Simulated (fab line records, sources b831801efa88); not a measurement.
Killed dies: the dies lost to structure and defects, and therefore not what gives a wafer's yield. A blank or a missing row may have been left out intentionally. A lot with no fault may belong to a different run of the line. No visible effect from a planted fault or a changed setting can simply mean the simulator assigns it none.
Code-filled problem report in 8D (eight disciplines) form / flow sfq line / the parts of the form that need people (team, actions taken, sign-off) are left out

== 1. WHAT IS WRONG ==
chamber pressure mTorr at SFQ_TRILAYER_JJ_CE_ETCH_RIE_118 reads a mean of 7.987 mTorr on 3 wafers of 2 lots; wafers without a fault read 10.000 mTorr with a standard deviation of 0.011. That is -99 or more standard deviations from the usual mean.
The step: chemistry SF6, target Nb, stops on Al2O3, time 97.7 s, target depth 170 nm.
First observed at day 58 09:37: wafer L397.2, on rie metal-03. At this step, 42 wafers from 14 lots have a number in the record. By rule, "out" or "out of limits" means more than 4 standard deviations away from the usual mean. The other wafers with a number count as sound.

== 2. WHAT THIS IS AND IS NOT ==
question=which readings at this step | is=chamber pressure mTorr | is not=drypump motor current A, oes product au
question=which lots | is=L397, L399 | is not=L386, L387, L388, L389, L390, L392, L394, L396, L398, L407, L408, L409
question=which wafers of those lots | is=L397.2, L399.1, L399.5 | is not=L397.3, L397.6, L399.6
question=read on which tools | is=rie metal-03 | is not=rie metal-01, rie metal-02
question=when | is=from day 58 09:37 | is not=up to then (26 sound wafers); but 13 sound wafers of L398, L399, L407, L408, L409 came after

== 3. WHAT RULES OUT EACH SUSPECT ==
Counting: if a tool at a process step up to the reading ran every lot that is out, it stays a suspect. Sound lots after the first of them don't rule it out here, since some wafers of a struck lot are sound.
- rie metal-03 at SFQ_TRILAYER_M3_STRIP_STRIP_079 (strips in O2): kept. It ran every lot that is out, first L397 (day 34 18:35); its last sound lot up to then is L392 (day 32 22:35).
- rie metal-03 at SFQ_TRILAYER_JJ_CE_ETCH_RIE_118 (chemistry SF6, target Nb, stops on Al2O3, time 97.7 s, target depth 170 nm): kept. It ran every lot that is out, first L397 (day 58 09:37); its last sound lot up to then is L396 (day 58 05:51). Out on those wafers are its own readings of chamber pressure mTorr.
- Within rie metal-03 at SFQ_TRILAYER_JJ_CE_ETCH_RIE_118, the wafers that are out were processed in chamber 0 and their sound lot-mates in chamber 1.
Left after counting: rie metal-03 at SFQ_TRILAYER_M3_STRIP_STRIP_079, rie metal-03 at SFQ_TRILAYER_JJ_CE_ETCH_RIE_118.

== 4. THE CAUSE (what the simulator had put in) ==
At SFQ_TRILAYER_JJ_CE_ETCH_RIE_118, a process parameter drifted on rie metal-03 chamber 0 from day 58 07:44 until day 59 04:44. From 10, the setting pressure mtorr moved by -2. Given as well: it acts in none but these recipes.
2 suspects survive the count, and this tool is in that group.

== 5. SEQUENCE OF EFFECTS, ordered by route ==
Each row: a reading where the mean over the struck wafers with a number is more than 3 standard deviations away from the usual. Scope: only readings with a usual standard deviation given in the record; hours: median across lots of the time from each lot's start at the first step in this table that gives one to its start at this step; sigmas: change in usual standard deviations.
hours=0; step=SFQ_TRILAYER_JJ_CE_ETCH_RIE_118; reading=chamber pressure mTorr; usual=10.000 mTorr; on struck wafers=7.987; change=-2.013; sigmas=-99 or more
Its process steps:
- SFQ_TRILAYER_JJ_CE_ETCH_RIE_118: chemistry SF6, target Nb, stops on Al2O3, time 97.7 s, target depth 170 nm.

== 6. WHAT WOULD HAVE CAUGHT IT SOONER ==
First out-of-limits reading in this record: day 58 09:37, which is 2 hours after fault onset at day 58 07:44.
